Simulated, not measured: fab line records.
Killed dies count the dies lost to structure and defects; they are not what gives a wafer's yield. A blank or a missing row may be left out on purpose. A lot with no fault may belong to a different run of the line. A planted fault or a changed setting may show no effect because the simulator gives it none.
Matching of chambers -- flow gf180mcu -- hdpcvd-02 running GF_V5_CVD_00: 3 sister chambers
The step deposits SiO2, target thk 300 nm, time 50 s. 3 wafers are shown with their chamber, then 8 later ones without.

== EACH WAFER AND ITS CHAMBER ==
wafer,chamber,sih4FlowSccm (sccm)
L151.1,1,59.87
L151.2,2,60.05
L153.1,0,60.01

== WAFERS MISSING THEIR CHAMBER ==
wafer,sih4FlowSccm (sccm)
L153.5,59.86
L153.6,59.93
L154.2,59.74
L154.3,60.00
L154.5,59.74
L155.2,59.88
L155.3,60.14
L155.6,59.61

== THE CHAMBER EACH PASSED THROUGH ==
wafer,from the rows above,in truth
L153.5,can't be placed: 1 or 0 or 2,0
L153.6,can't be placed: 1 or 0 or 2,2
L154.2,can't be placed: 1 or 0 or 2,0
L154.3,can't be placed: 0 or 2 or 1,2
L154.5,can't be placed: 1 or 0 or 2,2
L155.2,can't be placed: 1 or 0 or 2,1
L155.3,can't be placed: 2 or 0 or 1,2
L155.6,can't be placed: 1 or 0 or 2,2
Correct placement for 0 of the 8. Can't be placed from these rows: 8 (the true chamber is among the candidates in 8). 0 placed wrongly.
How it was worked out, from the rows above alone: a wafer's distance from a chamber is the root of the sum, over the readings, of the square of ((its reading less the chamber's mean) divided by the reading's scatter). The wafer belongs to the nearest chamber; if the next one is less than 2 further off, it can't be placed. A chamber's mean is the mean of its shown wafers. The scatter: root of mean squared gap, hidden wafer to nearest shown wafer, with one shown wafer a chamber.
